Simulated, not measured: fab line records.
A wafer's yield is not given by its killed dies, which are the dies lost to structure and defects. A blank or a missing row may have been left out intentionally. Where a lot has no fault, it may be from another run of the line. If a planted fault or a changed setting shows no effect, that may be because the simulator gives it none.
Chamber matching :: flow gf180mcu :: cmp-01 running GF_CONTACT_CMP_27: 4 sister chambers
The step polishes, stops on SiO2, t overpolish 15 s, target thk 0 nm. 22 wafers are shown with their chamber, then 11 later ones without.

## WAFERS PAIRED WITH THEIR CHAMBERS
wafer: L074.2
chamber: 2
timeToEndpointS (s): 73.1
motorCurrentA (A): 11.1
overpolishRunS (s): 14.981

wafer: L074.3
chamber: 3
timeToEndpointS (s): 72.9
motorCurrentA (A): 11.7
overpolishRunS (s): 15.003

wafer: L074.4
chamber: 0
timeToEndpointS (s): 75.8
motorCurrentA (A): 11.3
overpolishRunS (s): 15.004

wafer: L075.3
chamber: 0
timeToEndpointS (s): 75.9
motorCurrentA (A): 10.3
overpolishRunS (s): 15.013

wafer: L075.4
chamber: 1
timeToEndpointS (s): 69.9
motorCurrentA (A): 10.6
overpolishRunS (s): 14.994

wafer: L075.5
chamber: 0
timeToEndpointS (s): 74.9
motorCurrentA (A): 11.1
overpolishRunS (s): 14.987

wafer: L078.2
chamber: 2
timeToEndpointS (s): 71.2
motorCurrentA (A): 10.8
overpolishRunS (s): 14.996

wafer: L078.4
chamber: 1
timeToEndpointS (s): 67.3
motorCurrentA (A): 11.4
overpolishRunS (s): 15.012

wafer: L078.6
chamber: 0
timeToEndpointS (s): 73.3
motorCurrentA (A): 11.3
overpolishRunS (s): 15.002

wafer: L079.1
chamber: 1
timeToEndpointS (s): 71.4
motorCurrentA (A): 11.4
overpolishRunS (s): 15.014

wafer: L079.3
chamber: 3
timeToEndpointS (s): 70.0
motorCurrentA (A): 12.1
overpolishRunS (s): 15.010

wafer: L079.6
chamber: 2
timeToEndpointS (s): 74.0
motorCurrentA (A): 11.8
overpolishRunS (s): 14.993

wafer: L083.3
chamber: 2
timeToEndpointS (s): 72.1
motorCurrentA (A): 11.6
overpolishRunS (s): 15.009

wafer: L083.4
chamber: 3
timeToEndpointS (s): 73.5
motorCurrentA (A): 11.9
overpolishRunS (s): 14.993

wafer: L083.5
chamber: 2
timeToEndpointS (s): 72.4
motorCurrentA (A): 11.4
overpolishRunS (s): 15.007

wafer: L084.1
chamber: 1
timeToEndpointS (s): 72.6
motorCurrentA (A): 11.3
overpolishRunS (s): 15.001

wafer: L084.5
chamber: 2
timeToEndpointS (s): 73.4
motorCurrentA (A): 11.7
overpolishRunS (s): 15.002

wafer: L084.6
chamber: 3
timeToEndpointS (s): 75.1
motorCurrentA (A): 11.9
overpolishRunS (s): 15.009

wafer: L086.2
chamber: 0
timeToEndpointS (s): 72.2
motorCurrentA (A): 11.5
overpolishRunS (s): 14.996

wafer: L086.5
chamber: 3
timeToEndpointS (s): 71.0
motorCurrentA (A): 11.4
overpolishRunS (s): 15.002

wafer: L086.6
chamber: 0
timeToEndpointS (s): 73.1
motorCurrentA (A): 11.3
overpolishRunS (s): 14.994

wafer: L090.1
chamber: 1
timeToEndpointS (s): 67.3
motorCurrentA (A): 10.9
overpolishRunS (s): 15.006

SIGNATURES (averages over the wafers above)
reading: timeToEndpointS
chamber 0: 74.200
chamber 1: 69.700
chamber 2: 72.700
chamber 3: 72.500
scatter within a chamber: 1.77

reading: motorCurrentA
chamber 0: 11.133
chamber 1: 11.120
chamber 2: 11.400
chamber 3: 11.800
scatter within a chamber: 0.368

reading: overpolishRunS
chamber 0: 14.99933
chamber 1: 15.00540
chamber 2: 14.99800
chamber 3: 15.00340
scatter within a chamber: 0.00881
Rule: distance of a wafer from a chamber = root of the sum over the readings of ((wafer's reading minus chamber's mean) / reading's scatter) squared. If the next closest chamber is less than 2 further off than the closest, the wafer can't be placed; otherwise it belongs to the closest. The scatter is the square root of a quotient: the sum, over the shown wafers, of each reading's squared deviation from its chamber's mean, divided by wafers minus chambers.

## WAFERS WITH NO CHAMBER GIVEN
wafer: L090.3
timeToEndpointS (s): 70.4
motorCurrentA (A): 11.4
overpolishRunS (s): 15.010

wafer: L090.5
timeToEndpointS (s): 68.4
motorCurrentA (A): 11.5
overpolishRunS (s): 15.011

wafer: L094.1
timeToEndpointS (s): 70.6
motorCurrentA (A): 11.6
overpolishRunS (s): 15.016

wafer: L094.2
timeToEndpointS (s): 67.8
motorCurrentA (A): 11.2
overpolishRunS (s): 14.995

wafer: L094.3
timeToEndpointS (s): 74.0
motorCurrentA (A): 11.4
overpolishRunS (s): 14.996

wafer: L096.2
timeToEndpointS (s): 74.1
motorCurrentA (A): 11.4
overpolishRunS (s): 14.990

wafer: L096.3
timeToEndpointS (s): 68.9
motorCurrentA (A): 11.4
overpolishRunS (s): 15.004

wafer: L096.4
timeToEndpointS (s): 70.0
motorCurrentA (A): 11.4
overpolishRunS (s): 15.005

wafer: L097.2
timeToEndpointS (s): 71.2
motorCurrentA (A): 11.5
overpolishRunS (s): 15.010

wafer: L097.3
timeToEndpointS (s): 67.8
motorCurrentA (A): 10.9
overpolishRunS (s): 15.004

wafer: L097.4
timeToEndpointS (s): 68.6
motorCurrentA (A): 11.3
overpolishRunS (s): 15.010

## THE CHAMBER EACH PASSED THROUGH
wafer: L090.3
from the rows above: can't be placed: 1 or 3 or 2 or 0
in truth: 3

wafer: L090.5
from the rows above: can't be placed: 1 or 3 or 2
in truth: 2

wafer: L094.1
from the rows above: can't be placed: 1 or 3 or 2 or 0
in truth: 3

wafer: L094.2
from the rows above: can't be placed: 1 or 2 or 3
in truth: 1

wafer: L094.3
from the rows above: can't be placed: 2 or 0 or 3 or 1
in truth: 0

wafer: L096.2
from the rows above: can't be placed: 2 or 0 or 3 or 1
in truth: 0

wafer: L096.3
from the rows above: can't be placed: 1 or 2 or 3
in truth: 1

wafer: L096.4
from the rows above: can't be placed: 1 or 2 or 3 or 0
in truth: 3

wafer: L097.2
from the rows above: can't be placed: 3 or 1 or 2 or 0
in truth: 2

wafer: L097.3
from the rows above: can't be placed: 1 or 2
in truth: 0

wafer: L097.4
from the rows above: can't be placed: 1 or 3 or 2
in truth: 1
Correctly placed: 0 of 11. From these rows, 11 cannot be placed; in 10 the true chamber is one of the candidates. Number placed wrongly: 0.
